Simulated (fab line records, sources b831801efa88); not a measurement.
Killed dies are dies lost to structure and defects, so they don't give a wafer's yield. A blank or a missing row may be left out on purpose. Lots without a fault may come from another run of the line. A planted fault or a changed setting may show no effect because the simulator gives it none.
Chamber matching | flow sky130 | SKY_CAPM_CVD_00 on pecvd-02: 3 sister chambers
The step deposits SiO2, target thk 15.5 nm. 14 wafers are shown with their chamber, then 7 later ones without.

WAFERS WITH THEIR CHAMBER
wafer  | chamber | heater_power_w (W)
L074.2 | 0       | 902
L074.4 | 1       | 740
L074.6 | 2       | 573
L079.1 | 0       | 878
L079.2 | 2       | 645
L079.3 | 1       | 675
L083.1 | 1       | 688
L083.4 | 0       | 804
L083.5 | 1       | 697
L086.2 | 0       | 916
L086.5 | 0       | 932
L086.6 | 2       | 561
L090.1 | 0       | 863
L090.3 | 2       | 667

SIGNATURES (means of the wafers above)
reading        | chamber 0 | chamber 1 | chamber 2 | scatter within a chamber
heater_power_w | 882.50    | 700.00    | 611.50    | 43.8
Rule: a wafer's distance from a chamber is the root of the sum, over the readings, of the square of ((its reading less the chamber's mean) divided by the reading's scatter). The wafer belongs to the nearest chamber; if the next one is less than 2 further off, it can't be placed. The scatter: the root of (the sum of the squares of (reading less its chamber's mean) over the shown wafers, divided by (wafers less chambers)).

WAFERS WITHOUT THEIR CHAMBER
wafer  | heater_power_w (W)
L090.4 | 881
L092.2 | 609
L092.3 | 955
L092.5 | 616
L094.2 | 591
L094.4 | 889
L094.6 | 567

WHICH CHAMBER EACH WENT THROUGH
wafer  | from the rows above     | in truth
L090.4 | 0                       | 0
L092.2 | 2                       | 2
L092.3 | 0                       | 0
L092.5 | can't be placed: 2 or 1 | 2
L094.2 | 2                       | 2
L094.4 | 0                       | 0
L094.6 | 2                       | 2
Placed correctly: 6 of 7. Can't be placed from these rows: 1 (the true chamber is among the candidates in 1). Placed wrongly: 0.
